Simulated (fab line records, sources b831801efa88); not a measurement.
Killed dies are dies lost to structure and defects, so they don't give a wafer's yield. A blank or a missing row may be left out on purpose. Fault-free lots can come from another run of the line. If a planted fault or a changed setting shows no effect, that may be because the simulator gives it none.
What tool caused it? :: flow gf180mcu :: 13 lots with 39 wafers sampled at 4 steps, on a route of 602 steps

## WHAT THE GAUGES SHOWED, per wafer
GF_HV_LDD_CD_MEAS_07: the cd target is 400 nm.
lot: L744
measured: day 9 21:50
on: cd-sem-02
cd-nm (nm): 399.9 403.0 402.1

lot: L746
measured: day 10 16:31
on: cd-sem-02
cd-nm (nm): 396.5 396.9 399.5

lot: L747
measured: day 10 21:11
on: cd-sem-01
cd-nm (nm): 401.2 401.2 403.1

lot: L750
measured: day 11 18:01
on: cd-sem-02
cd-nm (nm): 401.6 401.9 403.2

lot: L753
measured: day 12 21:13
on: cd-sem-01
cd-nm (nm): 379.7 377.5 378.0

lot: L756
measured: day 13 18:40
on: cd-sem-02
cd-nm (nm): 382.6 382.2 380.7

lot: L758
measured: day 14 10:16
on: cd-sem-01
cd-nm (nm): 398.3 401.4 400.6

lot: L760
measured: day 14 22:07
on: cd-sem-01
cd-nm (nm): 398.9 402.5 402.1

lot: L761
measured: day 15 05:59
on: cd-sem-01
cd-nm (nm): 399.4 399.3 399.5

lot: L762
measured: day 15 12:38
on: cd-sem-01
cd-nm (nm): 396.3 394.9 395.6

lot: L763
measured: day 15 19:32
on: cd-sem-01
cd-nm (nm): 399.6 402.3 398.2

lot: L764
measured: day 16 05:32
on: cd-sem-02
cd-nm (nm): 399.9 401.7 400.7

lot: L766
measured: day 16 18:17
on: cd-sem-02
cd-nm (nm): 396.7 401.0 396.9

GF_HV_LDD_OVL_MEAS_08.
lot: L744
measured: day 9 21:56
on: overlay-01
HV_LDD_OVL (nm): -3.3 -2.6 -1.5

lot: L746
measured: day 10 16:38
on: overlay-02
HV_LDD_OVL (nm): 1.0 1.6 2.3

lot: L747
measured: day 10 21:17
on: overlay-02
HV_LDD_OVL (nm): -2.3 -1.4 -0.6

lot: L750
measured: day 11 18:08
on: overlay-02
HV_LDD_OVL (nm): 1.6 -1.2 0.3

lot: L753
measured: day 12 21:20
on: overlay-02
HV_LDD_OVL (nm): -0.7 -0.8 -3.3

lot: L756
measured: day 13 18:47
on: overlay-02
HV_LDD_OVL (nm): -0.4 -2.8 -1.3

lot: L758
measured: day 14 10:23
on: overlay-02
HV_LDD_OVL (nm): -1.7 0.1 -1.6

lot: L760
measured: day 14 22:14
on: overlay-01
HV_LDD_OVL (nm): -1.5 -1.3 -1.4

lot: L761
measured: day 15 06:05
on: overlay-01
HV_LDD_OVL (nm): -0.5 0.0 -0.4

lot: L762
measured: day 15 12:44
on: overlay-01
HV_LDD_OVL (nm): -0.5 -1.9 -0.4

lot: L763
measured: day 15 19:38
on: overlay-02
HV_LDD_OVL (nm): -2.4 -2.3 -2.1

lot: L764
measured: day 16 05:38
on: overlay-02
HV_LDD_OVL (nm): -0.6 0.6 -1.5

lot: L766
measured: day 16 18:23
on: overlay-02
HV_LDD_OVL (nm): -2.9 0.1 -1.5

## EACH LOT AND THE TOOL THAT RAN IT (in order: tool; ch and the chambers of the sampled wafers; start)
lot: L744
GF_POLY_GATE_STRIP_14: plasma-asher-03 ch 0,1, day 9 02:38
GF_HV_LDD_DEVELOP_06: litho-track-03 ch 0, day 9 21:41

lot: L746
GF_POLY_GATE_STRIP_14: plasma-asher-01 ch 0,1, day 9 20:39
GF_HV_LDD_DEVELOP_06: litho-track-02 ch 0, day 10 16:22

lot: L747
GF_POLY_GATE_STRIP_14: plasma-asher-04 ch 0,1, day 10 01:41
GF_HV_LDD_DEVELOP_06: litho-track-04 ch 0, day 10 21:02

lot: L750
GF_POLY_GATE_STRIP_14: plasma-asher-04 ch 0,1, day 10 21:56
GF_HV_LDD_DEVELOP_06: litho-track-03 ch 0, day 11 17:52

lot: L753
GF_POLY_GATE_STRIP_14: plasma-asher-01 ch 0,1, day 11 18:20
GF_HV_LDD_DEVELOP_06: litho-track-02 ch 0, day 12 21:04

lot: L756
GF_POLY_GATE_STRIP_14: plasma-asher-04 ch 0,1, day 12 20:47
GF_HV_LDD_DEVELOP_06: litho-track-02 ch 0, day 13 18:31

lot: L758
GF_POLY_GATE_STRIP_14: plasma-asher-01 ch 0,1, day 13 11:53
GF_HV_LDD_DEVELOP_06: litho-track-03 ch 0, day 14 10:07

lot: L760
GF_POLY_GATE_STRIP_14: plasma-asher-01 ch 0,1, day 13 22:38
GF_HV_LDD_DEVELOP_06: litho-track-04 ch 0, day 14 21:58

lot: L761
GF_POLY_GATE_STRIP_14: plasma-asher-04 ch 0,1, day 14 05:41
GF_HV_LDD_DEVELOP_06: litho-track-03 ch 0, day 15 05:50

lot: L762
GF_POLY_GATE_STRIP_14: plasma-asher-04 ch 0,1, day 14 13:29
GF_HV_LDD_DEVELOP_06: litho-track-03 ch 0, day 15 12:29

lot: L763
GF_POLY_GATE_STRIP_14: plasma-asher-03 ch 0,1, day 14 20:02
GF_HV_LDD_DEVELOP_06: litho-track-04 ch 0, day 15 19:23

lot: L764
GF_POLY_GATE_STRIP_14: plasma-asher-03 ch 0,1, day 15 06:11
GF_HV_LDD_DEVELOP_06: litho-track-04 ch 0, day 16 05:23

lot: L766
GF_POLY_GATE_STRIP_14: plasma-asher-03 ch 0,1, day 15 17:26
GF_HV_LDD_DEVELOP_06: litho-track-03 ch 0, day 16 18:08
- GF_POLY_GATE_STRIP_14: strips in O2/N2.
- GF_HV_LDD_DEVELOP_06: develop time 60 s.

## WHAT THE TOOLS THEMSELVES READ (means of the sampled wafers that have a number; where no wafer has one, the mark that the record gives instead)
GF_POLY_GATE_STRIP_14.
lot: L744
tool: plasma-asher-03
drypump-motor-current-A (A): 5.6
heater-power-w (W): 354
o2-flow-sccm (sccm): 2999
oes-product-au (a.u.): 0.503
platen-temp-c (C): 249.88

lot: L746
tool: plasma-asher-01
drypump-motor-current-A (A): 5.5
heater-power-w (W): 323
o2-flow-sccm (sccm): 2998
oes-product-au (a.u.): 0.507
platen-temp-c (C): 249.93

lot: L747
tool: plasma-asher-04
drypump-motor-current-A (A): 5.9
heater-power-w (W): 348
o2-flow-sccm (sccm): 3014
oes-product-au (a.u.): 0.502
platen-temp-c (C): 250.02

lot: L750
tool: plasma-asher-04
drypump-motor-current-A (A): 5.9
heater-power-w (W): 345
o2-flow-sccm (sccm): 2996
oes-product-au (a.u.): 0.505
platen-temp-c (C): 250.08

lot: L753
tool: plasma-asher-01
drypump-motor-current-A (A): 5.3
heater-power-w (W): 311
o2-flow-sccm (sccm): 3001
oes-product-au (a.u.): 0.504
platen-temp-c (C): 249.86

lot: L756
tool: plasma-asher-04
drypump-motor-current-A (A): 5.9
heater-power-w (W): 349
o2-flow-sccm (sccm): 3006
oes-product-au (a.u.): 0.509
platen-temp-c (C): 250.23

lot: L758
tool: plasma-asher-01
drypump-motor-current-A (A): 5.3
heater-power-w (W): 308
o2-flow-sccm (sccm): 3012
oes-product-au (a.u.): 0.508
platen-temp-c (C): 249.84

lot: L760
tool: plasma-asher-01
drypump-motor-current-A (A): 5.3
heater-power-w (W): 310
o2-flow-sccm (sccm): 2999
oes-product-au (a.u.): 0.503
platen-temp-c (C): 249.75

lot: L761
tool: plasma-asher-04
drypump-motor-current-A (A): 5.9
heater-power-w (W): 343
o2-flow-sccm (sccm): 2990
oes-product-au (a.u.): 0.507
platen-temp-c (C): 250.18

lot: L762
tool: plasma-asher-04
drypump-motor-current-A (A): 6.1
heater-power-w (W): 368
o2-flow-sccm (sccm): 3005
oes-product-au (a.u.): 0.505
platen-temp-c (C): 250.18

lot: L763
tool: plasma-asher-03
drypump-motor-current-A (A): 5.6
heater-power-w (W): 361
o2-flow-sccm (sccm): 2998
oes-product-au (a.u.): 0.501
platen-temp-c (C): 249.91

lot: L764
tool: plasma-asher-03
drypump-motor-current-A (A): 5.6
heater-power-w (W): 354
o2-flow-sccm (sccm): 3005
oes-product-au (a.u.): 0.504
platen-temp-c (C): 249.93

lot: L766
tool: plasma-asher-03
drypump-motor-current-A (A): 5.4
heater-power-w (W): 329
o2-flow-sccm (sccm): 2986
oes-product-au (a.u.): 0.504
platen-temp-c (C): 250.21

## THE ANSWER, worked out from the rows above alone
Rule: usual is defined by the lots themselves. Put in order of their means at a reading, lots are off if they are a third of the lots or fewer, leave a main group of 4 or more, and stand apart from it by a gap of 3 or more times the standard deviation of the main group's means; of several such gaps the widest counts. The tables above print the reading to a certain number of digits; a main group whose means all agree to those digits is not used. A lot without any number at a reading at which 4 lots or more have one is off too. Where the step has rows for the other lots, those lots are counted as sound. Order of review: gauges by route order, followed by the tools' own readings, for which a lot's mean as printed above is used. The first step at which some lot is off is used, and at that step the reading that is off furthest; a lot without a number counts as furthest.
Off at GF_HV_LDD_CD_MEAS_07 (cd-nm): L753, L756. Main group: mean 399.9 nm, sd 1.9.
A tool fits if, at a process step before that reading, it ran every lot that is off, and no sound lot after the first of them. Gauges at GF_HV_LDD_CD_MEAS_07: tried the same way as those tools. One candidate fits, namely litho-track-02 at GF_HV_LDD_DEVELOP_06. A fault onset in the window from L746 (day 10 16:22, its last sound lot) to L753 (day 12 21:04, its first lot off) fits.

## WHAT THE SIMULATOR PUT IN
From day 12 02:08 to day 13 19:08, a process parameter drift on litho-track-02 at GF_HV_LDD_DEVELOP_06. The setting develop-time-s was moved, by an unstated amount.
Lots struck among those shown: L753, L756. The rule above reached the same finding.
